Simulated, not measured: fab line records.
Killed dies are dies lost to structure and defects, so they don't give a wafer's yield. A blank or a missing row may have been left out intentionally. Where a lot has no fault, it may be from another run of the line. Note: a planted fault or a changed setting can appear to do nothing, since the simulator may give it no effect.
Which tool was responsible? :: flow sky130 :: 6 lots, 18 wafers sampled, at 2 steps of a route of 708

== WHAT THE GAUGES SHOWED, per wafer ==
SKY_PWDE_TW_MEAS_10.
lot: L900
measured: day 4 22:59
on: film-metro-01
PWDE_TW: 377 376 378

lot: L904
measured: day 5 12:55
on: film-metro-03
PWDE_TW: 372 376 374

lot: L906
measured: day 6 01:48
on: film-metro-03
PWDE_TW: 374 374 374

lot: L910
measured: day 6 21:06
on: film-metro-01
PWDE_TW: 376 379 376

lot: L913
measured: day 7 14:17
on: film-metro-03
PWDE_TW: 374 372 372

lot: L919
measured: day 9 03:38
on: film-metro-01
PWDE_TW: 378 379 379

== EACH LOT AND THE TOOL THAT RAN IT (in order: tool; ch and the chambers of the sampled wafers; start) ==
lot: L900
SKY_FIELD_ISO_ETCH_17: rie-si-01 ch 1,2,3, day 3 04:31

lot: L904
SKY_FIELD_ISO_ETCH_17: rie-si-01 ch 1,2,3, day 3 17:36

lot: L906
SKY_FIELD_ISO_ETCH_17: rie-si-02 ch 0,2,3, day 4 04:04

lot: L910
SKY_FIELD_ISO_ETCH_17: rie-si-02 ch 0,1,2, day 5 00:19

lot: L913
SKY_FIELD_ISO_ETCH_17: rie-si-01 ch 0,2,3, day 5 16:13

lot: L919
SKY_FIELD_ISO_ETCH_17: rie-si-02 ch 0,1,2, day 6 23:13
- SKY_FIELD_ISO_ETCH_17: etches Si in HBr/Cl2/O2, target depth 342 nm, time 97.7 s.

== THE ANSWER, worked out from the rows above alone ==
Rule: usual is defined by the lots themselves. Put in order of their means at a reading, lots are off if they are a third of the lots or fewer, leave a main group of 4 or more, and stand apart from it by a gap of 3 or more times the standard deviation of the main group's means; of several such gaps the widest counts. Not used: any main group whose means are identical at the precision the tables above print for the reading. A lot without any number at a reading at which 4 lots or more have one is off too. Where the step has rows for the other lots, those lots are counted as sound.
None of the lots is off at any reading shown; this tells nothing.

== WHAT THE SIMULATOR HAD INSERTED ==
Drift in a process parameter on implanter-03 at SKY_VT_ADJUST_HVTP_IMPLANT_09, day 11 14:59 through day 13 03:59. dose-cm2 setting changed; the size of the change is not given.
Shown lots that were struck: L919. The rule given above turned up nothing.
